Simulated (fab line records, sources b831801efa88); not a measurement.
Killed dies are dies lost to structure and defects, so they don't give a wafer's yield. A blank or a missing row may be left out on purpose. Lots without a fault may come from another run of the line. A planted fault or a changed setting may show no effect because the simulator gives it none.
Tool commonality check | flow gf180mcu | 13 lots, 39 wafers sampled

WHY IT WAS OPENED
At GF_MVPSD_TW_MEAS_11 the reading MVPSD_TW is flagged on 2 of 13 lots. Wafers without a fault read 552.0, standard deviation 2.5.
Rule: a lot is flagged when every wafer of it that has a number lies more than 4 standard deviations from that mean, or none has a number. The other lots count as sound.

lot  | measured     | on            | MVPSD_TW, wafer by wafer | flag
L325 | day 5 01:59  | film_metro-01 | 554.0 554.5 551.3        |
L327 | day 5 18:42  | film_metro-04 | 550.0 551.5 552.7        |
L329 | day 6 10:56  | film_metro-01 | 556.3 557.0 553.2        |
L330 | day 6 19:46  | film_metro-02 | 553.5 555.1 554.9        |
L331 | day 7 00:16  | film_metro-04 | 553.1 552.5 549.3        |
L334 | day 7 17:22  | film_metro-04 | 550.1 551.8 547.3        |
L337 | day 8 04:10  | film_metro-02 | 554.1 554.2 557.8        |
L339 | day 8 16:41  | film_metro-04 | 686.7 686.7 689.6        | FLAGGED
L340 | day 8 23:59  | film_metro-04 | 553.4 551.9 552.2        |
L342 | day 9 09:48  | film_metro-04 | 547.1 548.3 548.2        |
L344 | day 9 21:08  | film_metro-02 | 687.2 687.9 685.9        | FLAGGED
L345 | day 10 01:45 | film_metro-04 | 549.6 547.7 550.3        |
L347 | day 10 17:14 | film_metro-04 | 551.3 550.9 548.6        |
The numbers of the flagged lots are 687.3 on average: +135.3 against the usual, or +54 standard deviations.

WHICH TOOL RAN EACH LOT
The record holds 1 process step before the reading, out of a route of 602 steps. In each cell: the tool, then ch and the chambers that the sampled wafers went through, then the start.
lot  | flag    | GF_MVPSD_IMPLANT_09
L325 |         | implanter-01 ch 0, day 5 01:44
L327 |         | implanter-04 ch 0, day 5 18:26
L329 |         | implanter-01 ch 0, day 6 10:41
L330 |         | implanter-01 ch 0, day 6 19:32
L331 |         | implanter-04 ch 0, day 7 00:01
L334 |         | implanter-04 ch 0, day 7 17:07
L337 |         | implanter-04 ch 0, day 8 03:56
L339 | FLAGGED | implanter-04 ch 0, day 8 16:26
L340 |         | implanter-02 ch 0, day 8 23:44
L342 |         | implanter-02 ch 0, day 9 09:33
L344 | FLAGGED | implanter-04 ch 0, day 9 20:55
L345 |         | implanter-02 ch 0, day 10 01:31
L347 |         | implanter-01 ch 0, day 10 16:59
What these steps do:
- GF_MVPSD_IMPLANT_09
- GF_MVPSD_TW_MEAS_11

FLAGGED OVER TOTAL, TOOL BY TOOL (the gauges that took the reading come last)
step                | tool          | lots run | flagged | share of the flagged lots | sound lots run after its first flagged lot
GF_MVPSD_IMPLANT_09 | implanter-01  | 4        | 0       | none                      | -
GF_MVPSD_IMPLANT_09 | implanter-02  | 3        | 0       | none                      | -
GF_MVPSD_IMPLANT_09 | implanter-04  | 6        | 2       | all                       | 0
GF_MVPSD_TW_MEAS_11 | film_metro-01 | 2        | 0       | none                      | -
GF_MVPSD_TW_MEAS_11 | film_metro-02 | 3        | 1       | some                      | 0
GF_MVPSD_TW_MEAS_11 | film_metro-04 | 8        | 1       | some                      | 4 (L340,L342,L345,L347)

WHAT THE TABLE ALLOWS
1 row of the table ran every flagged lot: implanter-04 at GF_MVPSD_IMPLANT_09.
- implanter-04 at GF_MVPSD_IMPLANT_09: 2 of its 6 lots flagged. Its last sound lot is L337 (day 8 03:56), its first flagged lot L339 (day 8 16:26): a fault that began between those two fits. Its own readings lie more than 4 standard deviations out on every wafer of the flagged lots: dose_ions_cm2, faraday_current_uA.
One tool is left: implanter-04 at GF_MVPSD_IMPLANT_09.

WHAT THE SIMULATOR HAD PUT IN
Process parameter drift: implanter-04, from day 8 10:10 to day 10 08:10, at GF_MVPSD_IMPLANT_09. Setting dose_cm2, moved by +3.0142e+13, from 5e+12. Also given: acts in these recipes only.
Lots struck among those shown: L339, L344. The rule above found the same.
